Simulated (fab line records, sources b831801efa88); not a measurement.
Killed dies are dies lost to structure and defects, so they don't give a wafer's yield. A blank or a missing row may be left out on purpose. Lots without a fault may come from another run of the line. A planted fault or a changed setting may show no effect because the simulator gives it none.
Chamber matching | flow sky130 | SKY_LI_CONTACT_CMP_02 on cmp-01: 4 sister chambers
The step polishes PSG. 16 wafers are shown with their chamber, then 8 later ones without.

WAFERS WITH THEIR CHAMBER
wafer  | chamber | motor_current_A (A) | slurry_filter_dp_kPa (kPa) | time_to_endpoint_s (s)
L823.2 | 1       | 13.3                | 13.68                      | 27.2
L823.3 | 0       | 14.3                | 13.34                      | 30.0
L823.4 | 2       | 12.3                | 13.59                      | 32.1
L824.1 | 2       | 11.5                | 13.67                      | 34.2
L824.5 | 0       | 15.0                | 13.44                      | 32.1
L824.6 | 1       | 12.9                | 13.46                      | 30.4
L836.1 | 1       | 12.1                | 13.59                      | 30.5
L836.3 | 3       | 11.6                | 13.51                      | 30.6
L836.6 | 1       | 12.4                | 13.39                      | 26.5
L839.2 | 0       | 14.2                | 13.44                      | 34.9
L839.3 | 3       | 11.8                | 13.28                      | 34.1
L839.4 | 1       | 12.7                | 13.41                      | 36.5
L841.1 | 2       | 12.3                | 13.66                      | 30.0
L841.3 | 3       | 11.4                | 13.65                      | 26.2
L841.5 | 2       | 12.6                | 13.49                      | 31.1
L842.1 | 2       | 12.6                | 13.63                      | 34.2

SIGNATURES (means of the wafers above)
reading              | chamber 0 | chamber 1 | chamber 2 | chamber 3 | scatter within a chamber
motor_current_A      | 14.500    | 12.680    | 12.260    | 11.600    | 0.42
slurry_filter_dp_kPa | 13.4067   | 13.5060   | 13.6080   | 13.4800   | 0.115
time_to_endpoint_s   | 32.333    | 30.220    | 32.320    | 30.300    | 3.16
Rule: a wafer's distance from a chamber is the root of the sum, over the readings, of the square of ((its reading less the chamber's mean) divided by the reading's scatter). The wafer belongs to the nearest chamber; if the next one is less than 2 further off, it can't be placed. The scatter: the root of (the sum of the squares of (reading less its chamber's mean) over the shown wafers, divided by (wafers less chambers)).

WAFERS WITHOUT THEIR CHAMBER
wafer  | motor_current_A (A) | slurry_filter_dp_kPa (kPa) | time_to_endpoint_s (s)
L842.5 | 12.8                | 13.67                      | 25.5
L842.6 | 12.8                | 13.68                      | 30.3
L844.2 | 11.5                | 13.59                      | 29.8
L844.3 | 14.7                | 13.38                      | 31.6
L844.4 | 12.7                | 13.65                      | 34.7
L845.3 | 11.1                | 13.51                      | 29.8
L845.4 | 13.4                | 13.52                      | 31.4
L845.5 | 14.6                | 13.54                      | 30.2

WHICH CHAMBER EACH WENT THROUGH
wafer  | from the rows above          | in truth
L842.5 | can't be placed: 1 or 2 or 3 | 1
L842.6 | can't be placed: 1 or 2 or 3 | 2
L844.2 | can't be placed: 3 or 2 or 1 | 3
L844.3 | 0                            | 0
L844.4 | can't be placed: 2 or 1 or 3 | 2
L845.3 | can't be placed: 3 or 2      | 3
L845.4 | can't be placed: 1 or 0 or 2 | 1
L845.5 | 0                            | 0
Placed correctly: 2 of 8. Can't be placed from these rows: 6 (the true chamber is among the candidates in 6). Placed wrongly: 0.
